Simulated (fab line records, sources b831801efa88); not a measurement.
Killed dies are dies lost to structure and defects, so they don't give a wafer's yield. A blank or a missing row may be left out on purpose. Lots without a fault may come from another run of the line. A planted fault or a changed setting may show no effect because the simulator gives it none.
Which tool did it? | flow gf180mcu | 12 lots, 36 wafers sampled, at 3 steps of a route of 602

WHAT THE GAUGES READ, wafer by wafer
GF_V3_RS_MEAS_24: measures by four-point-probe. Usual: V3_W_RS 0.327 ohm/sq, standard deviation 0.0045.
lot  | measured     | on            | V3_W_RS (ohm/sq)  | flag
L121 | day 22 11:56 | film_metro-02 | 0.324 0.332 0.325 |
L122 | day 23 00:03 | film_metro-02 | 0.326 0.325 0.324 |
L125 | day 24 01:34 | film_metro-01 | 0.330 0.334 0.336 |
L126 | day 24 06:36 | film_metro-01 | 0.324 0.331 0.323 |
L127 | day 24 20:04 | film_metro-01 | 0.332 0.321 0.331 |
L128 | day 25 04:28 | film_metro-02 | 0.329 0.339 0.335 |
L129 | day 25 10:36 | film_metro-02 | 0.335 0.330 0.336 |
L130 | day 25 14:35 | film_metro-01 | 0.336 0.331 0.335 |
L132 | day 26 08:16 | film_metro-04 | 0.327 0.321 0.330 |
L134 | day 26 23:56 | film_metro-04 | 0.327 0.330 0.334 |
L139 | day 28 08:17 | film_metro-04 | 0.327 0.322 0.328 |
L142 | day 29 07:11 | film_metro-01 | 0.325 0.331 0.325 |

GF_V3_THK_MEAS_25: measures by xrf. Usual: V3_W_THK 349 nm, standard deviation 6.5.
lot  | measured     | on            | V3_W_THK (nm) | flag
L121 | day 22 12:03 | film_metro-02 | 350 342 345   |
L122 | day 23 00:10 | film_metro-02 | 354 353 355   |
L125 | day 24 01:41 | film_metro-01 | 353 347 347   |
L126 | day 24 06:43 | film_metro-01 | 359 352 359   |
L127 | day 24 20:11 | film_metro-01 | 350 360 349   |
L128 | day 25 04:34 | film_metro-02 | 346 337 337   |
L129 | day 25 10:43 | film_metro-02 | 339 343 336   |
L130 | day 25 14:43 | film_metro-01 | 344 350 348   |
L132 | day 26 08:22 | film_metro-04 | 342 345 337   |
L134 | day 27 00:04 | film_metro-04 | 346 339 339   |
L139 | day 28 08:24 | film_metro-04 | 342 347 341   |
L142 | day 29 07:17 | film_metro-01 | 356 349 355   |

WHICH TOOL RAN EACH LOT (tool, then ch and the chambers of the sampled wafers, then the start)
lot  | GF_V3_STRIP_18
L121 | plasma_asher-03 ch 1, day 22 11:11
L122 | plasma_asher-02 ch 1, day 22 23:17
L125 | plasma_asher-03 ch 0,1, day 24 00:50
L126 | plasma_asher-01 ch 0,1, day 24 05:52
L127 | plasma_asher-02 ch 0,1, day 24 19:17
L128 | plasma_asher-02 ch 0,1, day 25 03:43
L129 | plasma_asher-02 ch 0,1, day 25 09:50
L130 | plasma_asher-01 ch 0,1, day 25 13:44
L132 | plasma_asher-03 ch 0,1, day 26 07:29
L134 | plasma_asher-03 ch 0,1, day 26 23:11
L139 | plasma_asher-02 ch 0,1, day 28 07:32
L142 | plasma_asher-02 ch 0,1, day 29 06:23
- GF_V3_STRIP_18: strips in O2/N2.

WHAT THE TOOLS THEMSELVES READ (means of the sampled wafers that have a number; where no wafer has one, the mark that the record gives instead)
GF_V3_STRIP_18. Usual: drypump_motor_current_A 6.0 A, standard deviation 0.37; heater_power_w 324 W, standard deviation 24; n2_flow_sccm 300.1 sccm, standard deviation 0.85; oes_product_au 0.593 a.u., standard deviation 0.0048.
lot  | tool            | drypump_motor_current_A (A) | heater_power_w (W) | n2_flow_sccm (sccm) | oes_product_au (a.u.) | flag
L121 | plasma_asher-03 | 5.9                         | 305                | 299.4               | 0.592                 |
L122 | plasma_asher-02 | 6.2                         | 349                | 299.8               | 0.591                 |
L125 | plasma_asher-03 | 6.2                         | 327                | 300.7               | 0.594                 |
L126 | plasma_asher-01 | 5.7                         | 310                | 300.2               | 0.594                 |
L127 | plasma_asher-02 | 5.8                         | 328                | 300.0               | 0.592                 |
L128 | plasma_asher-02 | 6.0                         | 335                | 300.9               | 0.596                 |
L129 | plasma_asher-02 | 5.8                         | 330                | 299.7               | 0.596                 |
L130 | plasma_asher-01 | 5.7                         | 311                | 299.6               | 0.593                 |
L132 | plasma_asher-03 | 6.2                         | 325                | 301.5               | 0.583                 |
L134 | plasma_asher-03 | 6.2                         | 324                | 300.2               | 0.590                 |
L139 | plasma_asher-02 | 6.0                         | 337                | 300.1               | 0.596                 |
L142 | plasma_asher-02 | 6.0                         | 340                | 300.2               | 0.595                 |

THE ANSWER, worked out from the rows above alone
Rule: a lot is off if the mean of its wafers that have a number lies more than 3 standard deviations from the usual mean. A lot without any number at a reading at which 4 lots or more have one is off too. The other lots that the step has rows for count as sound. The gauges are gone through in route order, then the tools' own readings, and for those a lot's mean is taken as printed above. The first step at which some lot is off is used, and at that step the reading that is off furthest; a lot without a number counts as furthest.
No lot is off at any reading shown: from this, nothing can be told.

WHAT THE SIMULATOR HAD PUT IN
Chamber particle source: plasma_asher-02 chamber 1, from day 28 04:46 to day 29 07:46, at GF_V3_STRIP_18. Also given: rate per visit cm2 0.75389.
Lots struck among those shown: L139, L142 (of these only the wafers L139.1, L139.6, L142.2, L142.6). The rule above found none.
